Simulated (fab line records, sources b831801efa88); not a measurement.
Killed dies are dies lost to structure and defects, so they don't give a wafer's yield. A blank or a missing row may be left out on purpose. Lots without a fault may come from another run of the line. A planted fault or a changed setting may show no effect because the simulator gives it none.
One fault seen from 2 desks | flow sky130 | each desk has only its own numbers; what lay behind them comes last

THE TOOL OWNER'S DESK: pvd_sputter-04
The tool's own readings at SKY_METAL2_SPUTTER_01 (material TiN, target thk 20 nm, time 16.7 s): means of the sampled wafers that have a number, for each lot that ran on this tool. A lot is out of limits, marked OUT, if its mean lies more than 4 standard deviations from the usual mean; the brackets give that distance.
Columns: A = cathode_dc_power_W at SKY_METAL2_SPUTTER_01, usual 6500.0 W; B = chamber_pressure_pa at SKY_METAL2_SPUTTER_01, usual 0.4001 Pa; C = throttle_valve_pct at SKY_METAL2_SPUTTER_01, usual 29.9 %
lot  | first seen here | A      | B      | C
L816 | day 34 20:40    | 6500.7 | 0.4002 | 30.3
L817 | day 35 03:58    | 6500.4 | 0.4004 | 29.6
L820 | day 36 08:38    | 6499.7 | 0.3995 | 29.6
This desk's finding: nothing out of limits on any of the 3 lots.

THE METROLOGY DESK
What the gauges read, lot by lot, whatever tool the lot ran on: means of the sampled wafers that have a number. A lot is out of limits, marked OUT, if its mean lies more than 4 standard deviations from the usual mean; the brackets give that distance.
Columns: A = cd_nm at SKY_METAL1_CD_MEAS_15, usual 139.8 nm; B = VIA1_W_THK at SKY_VIA1_THK_MEAS_23, usual 267 nm
lot  | first seen here | A     | B
L816 | day 33 14:22    | 140.0 | 267
L817 | day 33 21:49    | 137.6 | 265
L820 | day 35 02:46    | 137.1 | 267
L821 | day 35 15:17    | 137.3 | 263
L822 | day 35 20:44    | 140.7 | 268
L823 | day 36 17:56    | 138.7 | 267
L825 | day 37 01:10    | 139.1 | 270
L826 | day 37 07:16    | 140.3 | 271
L829 | day 37 21:28    | 142.2 | 266
L830 | day 38 07:32    | 140.6 | 271
L831 | day 38 08:14    | 138.6 | 274
L832 | day 38 18:01    | 140.8 | 269
L837 | day 40 08:38    | 140.3 | 263
L838 | day 40 09:04    | 141.1 | 268
This desk's finding: nothing out of limits on any of the 14 lots.

PUT TOGETHER
The tool owner's desk saw nothing out of limits.
The metrology desk saw nothing out of limits.

WHAT THE SIMULATOR HAD PUT IN
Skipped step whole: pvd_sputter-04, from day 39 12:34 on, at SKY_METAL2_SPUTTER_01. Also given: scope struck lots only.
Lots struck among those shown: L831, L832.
